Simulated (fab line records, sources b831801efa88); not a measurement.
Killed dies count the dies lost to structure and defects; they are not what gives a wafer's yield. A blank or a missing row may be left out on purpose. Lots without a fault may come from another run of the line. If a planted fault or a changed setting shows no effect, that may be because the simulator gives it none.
fab line records | flow sky130
[record] lots = 14 wafers = 41 last_day = 50
route steps=708 shown LDD_HVN@277 SD_N@356 SD_P@359 RES_XHIGH@360 LI_CONTACT@374
lots untouched by any fault: they come from a run of this same line in which no faults occurred
start_h: the number of hours between the record's first day and the start of the first shown wafer of the lot | wait_h: hours elapsed since this lot's preceding step | " identical to the entry in the row above | L1.1+2: a single row standing in for several wafers | - value missing, or start not given | * or withheld: withheld | < > ~ a bound
route shown NAME@n: names a module that has steps shown in the file, with the first one's number in the route | usual: mean and standard deviation over wafers with no fault | same: alike in all rows | chamber/n: place in a boat | sites: readings site by site | _std_site: their standard deviation | _edge_site: the outer-site mean with the inner-site mean subtracted | radius_mm: how far each site lies from the wafer's centre | mask NAME#n: copy n | behind: the last tool/chamber to shape the wafer | hold: why the lot was held/for how many hours/how that ended | device: the transistor (n, p or np) that didn't switch | end of line: tests of these same wafers at the route's end | a step without rows: its recipe alone | killed: dies that structure and defects cost at the first sort, which is not the same as the wafer's yield | map: per-die view of a wafer (x killed, . not killed, _ where there is no die)
set.NAME: the setting that was run; set.NAME@STEP: the one run at that earlier step | model.NAME: the simulator's own value behind a step, which no gauge read
a sample of lots followed through the steps of the route, with each step as a table and each wafer as a row
services: the hour from which a tool's chamber was out of use, counted from the record's first day as start_h (under 0 if before that day), plus the number of hours and why
[[steps]]
[step SKY_LDD_HVN_TW_MEAS_10]
[usual] LDD_HVN_TW = 1443/8.7
// columns lot.wafer tool chamber start_h wait_h LDD_HVN_TW
L158.2 film_metro-02 - 464.88 0.1 1435
L158.4 " - " " 1431
L158.5 " - " " 1432
L160.2 film_metro-03 - 484.90 0.1 1441
L160.3 " - " " 1454
L160.4 " - " " 1439
L161.2 film_metro-03 - 499.16 0.1 1441
L161.4 " - " " 1439
L161.6 " - " " 1445
L164.2 film_metro-03 - 517.15 0.1 1442
L164.3 " - " " 1438
L164.5 " - " " 1436
L169.4 film_metro-03 - 584.75 0.1 1446
L169.6 " - " " 1453
L171.1 film_metro-03 - 592.37 0.1 1463
L171.2 " - " " 1459
L171.4 " - " " 1463
L173.3 film_metro-04 - 601.02 0.1 1442
L173.5 " - " " 1434
L173.6 " - " " 1450
L175.1 film_metro-02 - 619.05 0.1 1435
L175.4 " - " " 1430
L175.5 " - " " 1431
L174.2 film_metro-02 - 619.85 0.1 1437
L174.3 " - " " 1437
L174.5 " - " " 1436
L176.4 film_metro-04 - 624.77 0.1 1441
L176.5 " - " " 1453
L176.6 " - " " 1460
L177.1 film_metro-03 - 631.59 0.1 1435
L177.2 " - " " 1444
L177.5 " - " " 1446
L178.1 film_metro-03 - 638.24 0.1 1445
L178.4 " - " " 1449
L178.6 " - " " 1441
L179.2 film_metro-03 - 641.55 0.1 1439
L179.4 " - " " 1443
L179.5 " - " " 1433
L180.1 film_metro-04 - 656.94 0.1 1459
L180.2 " - " " 1451
L180.3 " - " " 1455
[step SKY_SD_N_RTA_14]
[recipe] temp_c = 1075 time_s = 2 idle_temp_c = 650 ramp_up_c_per_s = 150 ramp_down_c_per_s = 90 ambient = N2
[usual] lamp_power_pct = 15.73/0.056 wafer_temp_C_max = 1078.0/1.1
// columns lot.wafer tool chamber start_h wait_h lamp_power_pct wafer_temp_C_max
L158.2 rtp_anneal-01 0 646.11 0.0 15.70 1076.6
L158.4 " 0 " " 15.79 1078.7
L158.5 " 0 " " 15.72 1079.6
L160.2 rtp_anneal-01 0 666.26 0.0 15.64 1078.9
L160.3 " 0 " " 15.75 1076.5
L160.4 " 0 " " 15.64 1079.7
L161.2 rtp_anneal-02 0 678.46 0.0 15.07 1053.3
L161.4 " 0 " " 14.98 1052.0
L161.6 " 0 " " 15.09 1052.3
L164.2 rtp_anneal-02 0 696.61 0.0 15.06 1053.7
L164.3 " 0 " " 15.08 1051.8
L164.5 " 0 " " 15.08 1054.0
L169.4 rtp_anneal-02 0 756.58 0.0 15.82 1078.0
L169.6 " 0 " " 15.83 1077.5
L171.1 rtp_anneal-02 0 763.86 0.0 15.72 1079.0
L171.2 " 0 " " 15.70 1077.1
L171.4 " 0 " " 15.73 1076.6
L173.3 rtp_anneal-02 0 769.91 0.0 15.67 1076.5
L173.5 " 0 " " 15.75 1077.1
L173.6 " 0 " " 15.66 1077.6
L175.1 rtp_anneal-01 0 787.61 0.0 15.70 1078.4
L175.4 " 0 " " 15.77 1079.9
L175.5 " 0 " " 15.76 1078.3
L174.2 rtp_anneal-02 0 788.81 0.0 15.77 1078.7
L174.3 " 0 " " 15.66 1077.0
L174.5 " 0 " " 15.73 1077.8
L176.4 rtp_anneal-01 0 793.58 0.0 15.69 1079.8
L176.5 " 0 " " 15.59 1078.8
L176.6 " 0 " " 15.67 1077.8
L177.1 rtp_anneal-02 0 799.84 0.0 15.92 1079.9
L177.2 " 0 " " 15.68 1079.4
L177.5 " 0 " " 15.76 1078.7
L178.1 rtp_anneal-01 0 805.20 0.0 15.65 1078.6
L178.4 " 0 " " 15.76 1075.7
L178.6 " 0 " " 15.83 1079.9
L179.2 rtp_anneal-02 0 809.54 0.0 15.73 1079.2
L179.4 " 0 " " 15.72 1076.5
L179.5 " 0 " " 15.82 1079.9
L180.1 rtp_anneal-01 0 822.73 0.0 15.71 1078.1
L180.2 " 0 " " 15.73 1079.4
L180.3 " 0 " " 15.73 1079.1
[step SKY_SD_N_RS_MEAS_16]
[recipe] thk_meas_gauge = four-point-probe
[usual] SD_N_RS = 68.49/0.13
// columns lot.wafer tool chamber start_h wait_h SD_N_RS[ohm/sq]
L158.2 film_metro-03 - 646.29 0.1 68.46
L158.4 " - " " 68.56
L158.5 " - " " 68.65
L160.2 film_metro-04 - 666.45 0.1 68.46
L160.3 " - " " 68.56
L160.4 " - " " 68.46
L161.2 film_metro-04 - 678.65 0.1 72.33
L161.4 " - " " 72.29
L161.6 " - " " 72.30
L164.2 film_metro-02 - 696.80 0.1 72.17
L164.3 " - " " 72.10
L164.5 " - " " 72.19
L169.4 film_metro-03 - 756.79 0.1 68.62
L169.6 " - " " 68.36
L171.1 film_metro-04 - 764.03 0.1 68.64
L171.2 " - " " 68.55
L171.4 " - " " 68.49
L173.3 film_metro-04 - 770.11 0.1 68.50
L173.5 " - " " 68.59
L173.6 " - " " 68.64
L175.1 film_metro-04 - 787.78 0.1 68.77
L175.4 " - " " 68.59
L175.5 " - " " 68.70
L174.2 film_metro-02 - 789.00 0.1 68.47
L174.3 " - " " 68.42
L174.5 " - " " 68.48
L176.4 film_metro-02 - 793.78 0.1 68.34
L176.5 " - " " 68.41
L176.6 " - " " 68.30
L177.1 film_metro-03 - 800.01 0.1 68.48
L177.2 " - " " 68.62
L177.5 " - " " 68.58
L178.1 film_metro-03 - 805.37 0.1 68.49
L178.4 " - " " 68.45
L178.6 " - " " 68.57
L179.2 film_metro-03 - 809.73 0.1 68.55
L179.4 " - " " 68.74
L179.5 " - " " 68.67
L180.1 film_metro-04 - 822.91 0.1 68.57
L180.2 " - " " 68.52
L180.3 " - " " 68.61
[step SKY_SD_N_RS_MEAS_17]
[recipe] thk_meas_gauge = four-point-probe
[usual] SD_P_RS = 146.9/0.32
// columns lot.wafer tool chamber start_h wait_h SD_P_RS[ohm/sq]
L158.2 film_metro-03 - 646.41 0.1 146.8
L158.4 " - " " 147.1
L158.5 " - " " 147.3
L160.2 film_metro-04 - 666.57 0.1 146.8
L160.3 " - " " 147.0
L160.4 " - " " 146.9
L161.2 film_metro-04 - 678.77 0.1 168.9
L161.4 " - " " 168.7
L161.6 " - " " 168.3
L164.2 film_metro-02 - 696.92 0.1 169.0
L164.3 " - " " 168.5
L164.5 " - " " 168.8
L169.4 film_metro-03 - 756.91 0.1 147.1
L169.6 " - " " 147.0
L171.1 film_metro-04 - 764.15 0.1 147.3
L171.2 " - " " 146.6
L171.4 " - " " 147.3
L173.3 film_metro-04 - 770.23 0.1 146.8
L173.5 " - " " 147.3
L173.6 " - " " 146.9
L175.1 film_metro-04 - 787.90 0.1 147.4
L175.4 " - " " 147.0
L175.5 " - " " 147.1
L174.2 film_metro-02 - 789.12 0.1 146.5
L174.3 " - " " 146.1
L174.5 " - " " 146.6
L176.4 film_metro-02 - 793.90 0.1 147.2
L176.5 " - " " 146.7
L176.6 " - " " 146.8
L177.1 film_metro-03 - 800.13 0.1 147.3
L177.2 " - " " 147.0
L177.5 " - " " 147.3
L178.1 film_metro-03 - 805.49 0.1 146.8
L178.4 " - " " 146.7
L178.6 " - " " 147.0
L179.2 film_metro-03 - 809.85 0.1 146.9
L179.4 " - " " 147.4
L179.5 " - " " 146.8
L180.1 film_metro-04 - 823.03 0.1 147.4
L180.2 " - " " 147.2
L180.3 " - " " 147.3
[step SKY_SD_N_RS_MEAS_18]
[recipe] thk_meas_gauge = four-point-probe
[usual] RES_XHIGH_RS = 332.9/1.1
// columns lot.wafer tool chamber start_h wait_h RES_XHIGH_RS[ohm/sq]
L158.2 film_metro-03 - 646.53 0.1 333.7
L158.4 " - " " 332.3
L158.5 " - " " 334.1
L160.2 film_metro-04 - 666.69 0.1 335.0
L160.3 " - " " 333.3
L160.4 " - " " 334.9
L161.2 film_metro-04 - 678.89 0.1 336.0
L161.4 " - " " 335.2
L161.6 " - " " 336.4
L164.2 film_metro-02 - 697.04 0.1 333.2
L164.3 " - " " 333.1
L164.5 " - " " 331.9
L169.4 film_metro-03 - 757.03 0.1 333.6
L169.6 " - " " 333.1
L171.1 film_metro-04 - 764.27 0.1 332.2
L171.2 " - " " 331.5
L171.4 " - " " 331.9
L173.3 film_metro-04 - 770.35 0.1 332.8
L173.5 " - " " 332.6
L173.6 " - " " 333.1
L175.1 film_metro-04 - 788.02 0.1 333.5
L175.4 " - " " 332.1
L175.5 " - " " 332.5
L174.2 film_metro-02 - 789.24 0.1 331.7
L174.3 " - " " 331.9
L174.5 " - " " 330.4
L176.4 film_metro-02 - 794.02 0.1 331.3
L176.5 " - " " 332.7
L176.6 " - " " 332.4
L177.1 film_metro-03 - 800.25 0.1 332.1
L177.2 " - " " 331.3
L177.5 " - " " 331.7
L178.1 film_metro-03 - 805.61 0.1 331.0
L178.4 " - " " 331.4
L178.6 " - " " 332.2
L179.2 film_metro-03 - 809.97 0.1 333.9
L179.4 " - " " 334.6
L179.5 " - " " 334.5
L180.1 film_metro-04 - 823.15 0.1 334.4
L180.2 " - " " 334.8
L180.3 " - " " 334.9
[step SKY_LI_CONTACT_CD_MEAS_12]
[recipe] target_cd_nm = 170
[usual] cd_nm = 169.6/1.7
// columns lot.wafer tool chamber start_h wait_h cd_nm
L158.2 cd_sem-01 - 675.17 - 170.0
L158.4 " - " " 168.9
L158.5 " - " " 168.4
L160.2 cd_sem-01 - 695.07 - 168.7
L160.3 " - " " 168.5
L160.4 " - " " 168.2
L161.2 cd_sem-02 - 706.94 - 168.9
L161.4 " - " " 168.5
L161.6 " - " " 169.1
L164.2 cd_sem-01 - 725.67 - 168.1
L164.3 " - " " 168.2
L164.5 " - " " 168.4
L169.4 cd_sem-02 - 784.48 - 173.8
L169.6 " - " " 171.3
L171.1 cd_sem-01 - 791.99 - 170.5
L171.2 " - " " 169.8
L171.4 " - " " 169.7
L173.3 cd_sem-02 - 797.91 - 169.5
L173.5 " - " " 171.0
L173.6 " - " " 170.2
L175.1 cd_sem-01 - 815.32 - 173.4
L175.4 " - " " 172.6
L175.5 " - " " 172.9
L174.2 cd_sem-02 - 816.61 - 170.2
L174.3 " - " " 168.9
L174.5 " - " " 169.0
L176.4 cd_sem-02 - 821.48 - 168.8
L176.5 " - " " 168.4
L176.6 " - " " 168.1
L177.1 cd_sem-02 - 827.87 - 168.8
L177.2 " - " " 170.0
L177.5 " - " " 169.7
L178.1 cd_sem-02 - 832.79 - 168.7
L178.4 " - " " 169.0
L178.6 " - " " 168.2
L179.2 cd_sem-01 - 836.91 - 168.5
L179.4 " - " " 168.0
L179.5 " - " " 168.1
L180.1 cd_sem-02 - 849.24 - 168.6
L180.2 " - " " 167.6
L180.3 " - " " 168.2
[[services]]
// columns tool chamber start_h hours kind
rtp_anneal-01 - 712.24 6.1 repair
rtp_anneal-02 - 718.32 3.5 pm
[[key]]
[first_sign] step = SKY_SD_N_RTA_14 reading = wafer_temp_C_max direction = down sigmas = 22 usual = * struck = *
[effect] step = SKY_SD_N_RTA_14 reading = lamp_power_pct direction = down sigmas = 12 usual = 15.73 struck = 15.06
[effect] step = SKY_SD_N_RS_MEAS_16 reading = SD_N_RS direction = up sigmas = 29 usual = 68.49 struck = 72.23
[effect] step = SKY_SD_N_RS_MEAS_17 reading = SD_P_RS direction = up sigmas = 67 usual = 146.9 struck = 168.7
met_at SKY_SD_N_RTA_14
struck_lots L161,L164
sort_left_out L164.2,L164.3,L164.5
tester_left_out L161,L164
not_acting_at SKY_LDD_HVN_TW_MEAS_10,SKY_SD_N_RS_MEAS_18,SKY_LI_CONTACT_CD_MEAS_12
[fault] kind = process_parameter_drift tool = rtp_anneal-02 chamber = - onset_h = 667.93 steps = SKY_SD_N_RTA_14 channel = temp_c offset = * shape = step end_h = 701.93 acts_in = * stated = *
// tester_left_out: of these lots the tester's yield and bins aren't shown, on N5 and GAA mostly nor the transistor test; their killed dies are dies lost to structure and defects alone, not to doping, threshold or leakage, so they don't give the yield
// sort_left_out: the simulated sort isn't trusted on such a fault, so these wafers' sort isn't shown, and their yield isn't known
